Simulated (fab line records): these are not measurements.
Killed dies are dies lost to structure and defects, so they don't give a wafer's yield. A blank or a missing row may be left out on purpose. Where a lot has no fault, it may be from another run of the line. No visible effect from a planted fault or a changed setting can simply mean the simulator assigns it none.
Which tool did it?	flow sky130	10 lots, 30 wafers sampled, at 2 steps of a route of 708

== WHAT THE GAUGES SHOWED, per wafer ==
SKY_VIA4_RS_MEAS_19: measurement is done with a four-point probe.
lot	measured	on	VIA4_W_RS (ohm/sq)
L917	day 42 22:48	film metro-04	0.225 0.228 0.227
L919	day 43 05:29	film metro-04	0.232 0.231 0.230
L921	day 44 03:31	film metro-02	0.223 0.222 0.231
L932	day 47 07:19	film metro-02	0.339 0.341 0.346 0.338 0.342 0.345
L928	day 47 10:57	film metro-04	0.341 0.338 0.341 0.340 0.339 0.341
L929	day 47 16:39	film metro-04	0.224 0.217 0.219
L934	day 47 23:27	film metro-04	0.222 0.227 0.222
L935	day 47 23:37	film metro-03	0.227 0.219 0.227
L936	day 48 03:56	film metro-03	0.218 0.216 0.216
L939	day 48 18:56	film metro-03	0.219 0.229 0.221

== WHAT TOOL EACH LOT RAN ON (gives the tool, then ch and the chambers of the sampled wafers, and finally the start) ==
lot	SKY_VIA4_CVD_18
L917	cvd w-01 ch 0,1, day 42 22:40
L919	cvd w-01 ch 0,1, day 43 05:20
L921	cvd w-02 ch 0,1, day 44 03:20
L932	cvd w-01 ch 0,1, day 47 07:10
L928	cvd w-01 ch 0,1, day 47 10:48
L929	cvd w-02 ch 0,1, day 47 16:30
L934	cvd w-02 ch 0,1, day 47 23:18
L935	cvd w-02 ch 0,1, day 47 23:28
L936	cvd w-02 ch 1, day 48 03:46
L939	cvd w-02 ch 0,1, day 48 18:46
- SKY_VIA4_CVD_18: deposits W, target thk 505 nm, time 152.14 s.

== THE ANSWER, worked out from the rows above alone ==
Rule: what is usual is taken from the lots themselves. Put in order of their means at a reading, lots are off if they are a third of the lots or fewer, leave a main group of 4 or more, and stand apart from it by a gap of 3 or more times the standard deviation of the main group's means; of several such gaps the widest counts. A main group is skipped when, at the precision printed for the reading in the tables above, its means are all equal. A lot without any number at a reading at which 4 lots or more have one is off too. Any other lot the step has rows for is counted as sound.
Off: L932, L928, at SKY_VIA4_RS_MEAS_19 (VIA4_W_RS). For the main group the mean is 0.224 ohm/sq and the standard deviation 0.004.
A tool fits if, at a process step before that reading, it ran every lot that is off, and no sound lot after the first of them. Gauges at SKY_VIA4_RS_MEAS_19: tried the same way as those tools. One fits: cvd w-01 at SKY_VIA4_CVD_18. A fault onset in the window from L919 (day 43 05:20, its last sound lot) to L932 (day 47 07:10, its first lot off) fits.

== WHAT HAD BEEN PUT IN BY THE SIMULATOR ==
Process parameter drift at SKY_VIA4_CVD_18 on cvd w-01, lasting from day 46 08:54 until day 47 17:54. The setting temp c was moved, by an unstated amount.
Struck lots among those shown: L932, L928. The rule given above showed the same thing.
